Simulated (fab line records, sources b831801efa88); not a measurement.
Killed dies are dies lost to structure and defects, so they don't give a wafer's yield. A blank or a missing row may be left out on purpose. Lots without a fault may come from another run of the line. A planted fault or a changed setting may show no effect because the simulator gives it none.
Which tool did it? | flow gf180mcu | 12 lots, 36 wafers sampled, at 2 steps of a route of 602

WHAT THE GAUGES READ, wafer by wafer
GF_V1_RS_MEAS_24: measures by four-point-probe.
lot  | measured     | on            | V1_W_RS (ohm/sq)
L164 | day 18 03:37 | film_metro-02 | 0.332 0.328 0.330
L168 | day 19 17:18 | film_metro-01 | 0.331 0.332 0.330
L171 | day 21 00:01 | film_metro-01 | 0.329 0.328 0.329
L170 | day 21 04:40 | film_metro-01 | 0.330 0.325 0.328
L172 | day 21 12:58 | film_metro-03 | 0.327 0.326 0.334
L173 | day 22 17:18 | film_metro-01 | 0.330 0.332 0.332
L175 | day 23 08:25 | film_metro-01 | 0.324 0.323 0.323
L177 | day 24 07:32 | film_metro-01 | 0.324 0.328 0.327
L180 | day 24 12:53 | film_metro-01 | 0.323 0.322 0.325
L179 | day 24 14:38 | film_metro-01 | 0.331 0.329 0.325
L182 | day 25 08:37 | film_metro-01 | 0.329 0.326 0.328
L186 | day 26 03:38 | film_metro-03 | 0.332 0.332 0.328

GF_V2_THK_MEAS_03.
lot  | measured     | on            | V2_CVD_02_THK (nm)
L164 | day 19 04:53 | film_metro-02 | 841 858 856
L168 | day 20 19:28 | film_metro-02 | 838 856 861
L171 | day 22 00:35 | film_metro-03 | 829 831 841
L170 | day 22 05:57 | film_metro-04 | 851 872 862
L172 | day 22 13:54 | film_metro-04 | 855 857 862
L173 | day 23 18:17 | film_metro-04 | 843 838 861
L175 | day 24 08:44 | film_metro-02 | 832 847 844
L177 | day 25 07:17 | film_metro-04 | 846 852 842
L180 | day 25 12:17 | film_metro-03 | 842 853 855
L179 | day 25 14:02 | film_metro-02 | 849 841 864
L182 | day 26 07:50 | film_metro-02 | 839 846 854
L186 | day 27 02:07 | film_metro-03 | 843 848 867

WHICH TOOL RAN EACH LOT (tool, then ch and the chambers of the sampled wafers, then the start)
The record holds no process step before these readings.

WHAT THE TOOLS THEMSELVES READ (means of the sampled wafers that have a number; where no wafer has one, the mark that the record gives instead)
The record holds no such reading with a usual standard deviation.

THE ANSWER, worked out from the rows above alone
Rule: what is usual is taken from the lots themselves. Put in order of their means at a reading, lots are off if they are a third of the lots or fewer, leave a main group of 4 or more, and stand apart from it by a gap of 3 or more times the standard deviation of the main group's means; of several such gaps the widest counts. A main group whose means are all the same, to the digits that the tables above print for the reading, isn't used. A lot without any number at a reading at which 4 lots or more have one is off too. The other lots that the step has rows for count as sound. The gauges are gone through in route order, then the tools' own readings, and for those a lot's mean is taken as printed above. The first step at which some lot is off is used, and at that step the reading that is off furthest; a lot without a number counts as furthest.
No lot is off at any reading shown: from this, nothing can be told.

WHAT THE SIMULATOR HAD PUT IN
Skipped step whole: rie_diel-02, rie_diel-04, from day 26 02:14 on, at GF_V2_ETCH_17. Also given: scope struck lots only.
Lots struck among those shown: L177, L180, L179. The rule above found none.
